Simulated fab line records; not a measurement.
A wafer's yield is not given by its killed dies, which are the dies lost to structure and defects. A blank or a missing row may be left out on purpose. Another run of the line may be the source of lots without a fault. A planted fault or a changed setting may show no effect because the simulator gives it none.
Problem report, 8D (eight disciplines) form, completed by code + flow gf180mcu + the parts of the form that need people (team, actions taken, sign-off) are left out

1. THE ISSUE
Wafers free of any fault read 418.3 ohm/sq (standard deviation 0.89) for HV_LDD_RS at GF_HV_LDD_RS_MEAS_53, against a mean of 373.5 ohm/sq on 6 wafers of 2 lots. That puts it -50 standard deviations away from the usual mean.
The step: measures by four-point-probe.
The first sign was on wafer L636.3 at day 14 07:32, on filmMetro-02. At this step, 36 wafers from 12 lots have a number in the record. Rule for "out" (also "out of limits"): further than 4 standard deviations from the usual mean. Any other wafer with a number is counted as sound.

2. WHAT IT IS, WHAT IT ISN'T
| question                    | is                     | is not                                                                                             |
|-----------------------------|------------------------|----------------------------------------------------------------------------------------------------|
| which readings at this step | HV_LDD_RS              | -                                                                                                  |
| which lots                  | L636, L638             | L630, L631, L632, L633, L637, L646, L647, L648, L650, L652                                         |
| which wafers of those lots  | all that have a number | -                                                                                                  |
| read on which gauges        | filmMetro-02           | filmMetro-03, filmMetro-04                                                                         |
| when                        | from day 14 07:32      | up to then (12 sound wafers); but 18 sound wafers of L637, L646, L647, L648, L650, L652 came after |

3. SUSPECTS, AND WHAT RULES EACH OUT
Counting: a tool at any process step up to the reading remains a suspect when it ran all the lots that are out and ran no sound lot after the first of those.
- the gauge at GF_HV_LDD_RS_MEAS_53 has been ruled out. All the wafers that are out were read on filmMetro-02, but those of them that GF_HV_LDD_IMPLANT_34 has rows for are out there too, on other tools.
- plasmaAsher-03 at GF_DUAL_GATE_STRIP_13 (strips in O2/N2): ruled out as a lasting fault. Sound lots L637, L646 ran on it after its first lot that is out, L636 (day 10 00:04).
- implanter-03 at GF_HV_LDD_IMPLANT_34: ruled out as a lasting fault. Sound lots L646, L648, L650, L652 ran on it after its first lot that is out, L636 (day 13 09:49).
Left after counting: nothing in the record.

4. THE CAUSE (what the simulator had put in)
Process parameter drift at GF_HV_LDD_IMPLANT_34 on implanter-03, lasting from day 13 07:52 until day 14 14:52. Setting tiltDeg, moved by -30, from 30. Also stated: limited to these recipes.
The count ruled it out by mistake, since the rule takes a fault to strike every lot its tool runs from the start of the fault on, and this one did not do so.

5. THE EFFECT CHAIN, in route order
One row per reading whose mean, taken over the struck wafers that have a number, lies over 3 standard deviations from the usual. Only readings whose record carries a usual standard deviation are examined. hours: median over the lots of the time between each lot's start at the first step of this table that gives one and its start at this step. sigmas: the change, counted in usual standard deviations.
| hours | step                 | reading   | usual          | on struck wafers | change  | sigmas      |
|-------|----------------------|-----------|----------------|------------------|---------|-------------|
| 0     | GF_HV_LDD_IMPLANT_34 | tiltDeg   | 30.004 degrees | 0.012            | -29.992 | -99 or more |
| 22    | GF_HV_LDD_RS_MEAS_53 | HV_LDD_RS | 418.3 ohm/sq   | 373.5            | -44.8   | -50         |
Its process steps:
- GF_HV_LDD_IMPLANT_34

6. WHAT WOULD HAVE CAUGHT IT SOONER
The first out-of-limits reading at a measuring or inspecting step in this record came at day 14 07:32, 24 hours after the fault's start at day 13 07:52.
At GF_HV_LDD_IMPLANT_34, the tool's own readings (tiltDeg) were out on each struck wafer the step has a row for, so an alarm limit on them would have fired on the first such wafer.
